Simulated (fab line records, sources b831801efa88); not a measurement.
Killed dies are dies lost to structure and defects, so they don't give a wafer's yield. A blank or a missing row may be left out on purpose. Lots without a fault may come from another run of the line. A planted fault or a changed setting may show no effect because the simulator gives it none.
Chamber matching | flow sfq_line | SFQ_TRILAYER_I4_VIA_BARC_OPEN_VIA_ETCH_146 on rie_diel-01: 4 sister chambers
The step etches BARC in O2, target depth 125 nm, time 41.7 s. 16 wafers are shown with their chamber, then 8 later ones without.

WAFERS WITH THEIR CHAMBER
wafer  | chamber | drypump_motor_current_A (A) | oes_product_au (a.u.)
L368.3 | 3       | 5.6                         | 0.684
L368.4 | 2       | 6.0                         | 0.682
L368.6 | 1       | 6.3                         | 0.685
L370.1 | 1       | 6.3                         | 0.688
L370.2 | 2       | 6.0                         | 0.692
L370.5 | 2       | 6.0                         | 0.689
L372.2 | 1       | 6.3                         | 0.688
L372.3 | 3       | 5.6                         | 0.680
L372.4 | 0       | 5.6                         | 0.681
L374.2 | 0       | 5.6                         | 0.685
L374.4 | 1       | 6.3                         | 0.679
L374.5 | 3       | 5.6                         | 0.680
L378.1 | 2       | 6.0                         | 0.682
L378.3 | 1       | 6.3                         | 0.683
L378.4 | 0       | 5.7                         | 0.684
L385.2 | 2       | 6.0                         | 0.683

SIGNATURES (means of the wafers above)
reading                 | chamber 0 | chamber 1 | chamber 2 | chamber 3 | scatter within a chamber
drypump_motor_current_A | 5.633     | 6.300     | 6.000     | 5.600     | 0.0236
oes_product_au          | 0.68333   | 0.68460   | 0.68560   | 0.68133   | 0.00367
Rule: a wafer's distance from a chamber is the root of the sum, over the readings, of the square of ((its reading less the chamber's mean) divided by the reading's scatter). The wafer belongs to the nearest chamber; if the next one is less than 2 further off, it can't be placed. The scatter: the root of (the sum of the squares of (reading less its chamber's mean) over the shown wafers, divided by (wafers less chambers)).

WAFERS WITHOUT THEIR CHAMBER
wafer  | drypump_motor_current_A (A) | oes_product_au (a.u.)
L385.4 | 5.6                         | 0.679
L385.6 | 5.6                         | 0.693
L386.1 | 6.3                         | 0.684
L386.5 | 6.3                         | 0.687
L386.6 | 5.7                         | 0.689
L387.1 | 5.6                         | 0.684
L387.5 | 5.6                         | 0.679
L387.6 | 5.6                         | 0.694

WHICH CHAMBER EACH WENT THROUGH
wafer  | from the rows above     | in truth
L385.4 | can't be placed: 3 or 0 | 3
L385.6 | can't be placed: 0 or 3 | 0
L386.1 | 1                       | 1
L386.5 | 1                       | 1
L386.6 | can't be placed: 0 or 3 | 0
L387.1 | can't be placed: 3 or 0 | 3
L387.5 | can't be placed: 3 or 0 | 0
L387.6 | can't be placed: 0 or 3 | 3
Placed correctly: 2 of 8. Can't be placed from these rows: 6 (the true chamber is among the candidates in 6). Placed wrongly: 0.
